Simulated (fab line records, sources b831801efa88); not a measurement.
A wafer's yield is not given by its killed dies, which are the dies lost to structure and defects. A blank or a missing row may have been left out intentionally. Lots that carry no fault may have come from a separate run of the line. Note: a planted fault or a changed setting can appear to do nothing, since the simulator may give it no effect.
Which of the tools did it? | flow sky130 | 18 wafers from 6 lots sampled at 2 of the route's 708 steps

== WHAT THE GAUGES READ, wafer by wafer ==
SKY_GATE_OXIDE_THK_MEAS_02.
lot  | measured     | on            | GATE_OXIDE_OXIDATION_00_THK (nm)
L187 | day 13 10:53 | film-metro-03 | 10.21 10.32 9.90
L189 | day 15 10:31 | film-metro-01 | 10.49 10.64 10.74
L198 | day 18 00:22 | film-metro-01 | 3.08 2.90 2.98
L200 | day 19 10:53 | film-metro-01 | 10.14 10.21 10.34
L202 | day 19 10:50 | film-metro-01 | 10.08 9.98 9.95
L207 | day 21 05:24 | film-metro-01 | 10.36 10.30 10.31

== WHICH TOOL RAN EACH LOT (tool, then ch and the chambers of the sampled wafers, then the start) ==
lot  | SKY_GATE_OXIDE_OXIDATION_01
L187 | furnace-02 ch 0, day 13 09:28
L189 | furnace-01 ch 0, day 15 09:06
L198 | furnace-01 ch 0, day 17 22:58
L200 | furnace-02 ch 0, day 19 09:25
L202 | furnace-02 ch 0, day 19 09:25
L207 | furnace-01 ch 0, day 21 03:59
- SKY_GATE_OXIDE_OXIDATION_01: stabilise 600 s, purge 300 s, target thk 10.268 nm.

== THE ANSWER, worked out from the rows above alone ==
Rule: the lots themselves supply what counts as usual. The widest of any qualifying gaps counts: lots, ordered by their means at a reading, are off when they make up no more than a third of the lots, leave a main group of 4 or more, and stand apart from it by 3 or more times the standard deviation of that group's means. A main group whose means are all the same, to the digits that the tables above print for the reading, isn't used. Also off: a lot with no number at a reading for which 4 or more lots have one. Any other lot the step has rows for is counted as sound.
Off: L198, at SKY_GATE_OXIDE_THK_MEAS_02 (GATE_OXIDE_OXIDATION_00_THK). The main group has a mean of 10.26 nm with a standard deviation of 0.21.
A tool fits if, at a process step before that reading, it ran every lot that is off, and no sound lot after the first of them. The gauges at SKY_GATE_OXIDE_THK_MEAS_02 are tried like those tools. Not one of the candidates tried fits.

== WHAT HAD BEEN PUT IN BY THE SIMULATOR ==
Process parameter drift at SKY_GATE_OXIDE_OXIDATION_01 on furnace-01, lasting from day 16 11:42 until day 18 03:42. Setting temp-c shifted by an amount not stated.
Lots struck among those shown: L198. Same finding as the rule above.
